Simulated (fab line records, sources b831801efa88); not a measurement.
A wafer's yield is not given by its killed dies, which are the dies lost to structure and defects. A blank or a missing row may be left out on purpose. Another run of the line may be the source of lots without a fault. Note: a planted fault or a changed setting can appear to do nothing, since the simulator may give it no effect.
Code-filled problem report in 8D (eight disciplines) form    flow sky130    the parts of the form that need people (team, actions taken, sign-off) are left out

== 1. WHAT IS WRONG ==
VT_ADJUST_LVTN_2_TW at SKY_VT_ADJUST_LVTN_TW_MEAS_21 reads a mean of 30.1 on 3 wafers of 1 lot; wafers without a fault read 188.1 with a standard deviation of 1.9. That is -83 standard deviations from the usual mean.
First seen on wafer L630.2, day 11 04:41, on film metro-03. The record has a number at this step for 39 wafers belonging to 13 lots. By rule, "out" or "out of limits" means more than 4 standard deviations away from the usual mean. Any other wafer with a number is counted as sound.

== 2. WHAT THIS IS AND IS NOT ==
question                     is                      is not
which readings at this step  VT_ADJUST_LVTN_2_TW     -
which lots                   L630                    L618, L619, L620, L621, L622, L625, L626, L628, L632, L637, L639, L640
which wafers of those lots   all that have a number  -
read on which gauges         film metro-03           film metro-01, film metro-02
when                         from day 11 04:41       up to then (24 sound wafers); but 12 sound wafers of L632, L637, L639, L640 came after

== 3. THE SUSPECTS, EACH WITH WHAT RULES IT OUT ==
Counting: a tool stays on the suspect list if, at a process step up to the reading, it processed all lots that are out and no sound lot following the first of them.
- ruled out: the gauge at SKY_VT_ADJUST_LVTN_TW_MEAS_21. All the wafers that are out were read on film metro-03, but those of them that SKY_VT_ADJUST_LVTN_STRIP_09 has rows for are out there too, on other tools.
- rie si-02 at SKY_FIELD_ISO_ETCH_17 (etches Si in HBr/Cl2/O2, target depth 342 nm, time 97.7 s): ruled out as a lasting fault. The sound lots L640 went through it after L630, its earliest lot that is out (day 4 21:32).
- plasma asher-04 at SKY_VT_ADJUST_LVTN_STRIP_09 (strips in O2/N2): ruled out as a lasting fault. The sound lots L640 went through it after L630, its earliest lot that is out (day 10 05:49).
- plasma asher-03 at SKY_VT_ADJUST_LVTN_STRIP_20 (strips in O2/N2): ruled out as a lasting fault. The sound lots L632, L639 went through it after L630, its earliest lot that is out (day 11 04:35).
Left after counting: nothing in the record.

== 4. THE CAUSE (what the simulator had put in) ==
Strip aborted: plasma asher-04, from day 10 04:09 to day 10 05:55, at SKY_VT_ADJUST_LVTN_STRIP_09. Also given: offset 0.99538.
The count ruled it out by mistake, since the rule takes a fault to strike every lot its tool runs from the start of the fault on, and this one did not do so.

== 5. THE EFFECT CHAIN, in route order ==
Rows list readings where the struck wafers' mean (over those with a number) sits beyond 3 standard deviations from the usual. Readings are gone through only where the record gives a usual standard deviation; hours: the median, over the lots, of the time from a lot's start at the first step in this table giving one to that lot's start at this step; sigmas: the change measured in usual standard deviations.
hours  step                           reading                   usual       on struck wafers  change  sigmas
0      SKY_VT_ADJUST_LVTN_STRIP_09    oes product au            0.723 a.u.  0.874             +0.151  +31
23     SKY_VT_ADJUST_LVTN_STRIP_20    strip time to endpoint s  14.20 s     50.61             +36.41  +99 or more
23     SKY_VT_ADJUST_LVTN_TW_MEAS_21  VT_ADJUST_LVTN_2_TW       188.1       30.1              -158.0  -83
Process steps it contains:
- SKY_VT_ADJUST_LVTN_STRIP_09: strips in O2/N2.
- SKY_VT_ADJUST_LVTN_STRIP_20: strips in O2/N2.
Readings that are blank on the struck wafers while sound wafers have them: strip time to endpoint s at SKY_VT_ADJUST_LVTN_STRIP_09.

== 6. HOW IT WOULD HAVE BEEN CAUGHT EARLIER ==
The first out-of-limits reading at a measuring or inspecting step in this record came at day 11 04:41, 25 hours after the fault's start at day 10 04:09.
At SKY_VT_ADJUST_LVTN_STRIP_09, the tool's own readings (oes product au) were out on each struck wafer the step has a row for, so an alarm limit on them would have fired on the first such wafer.
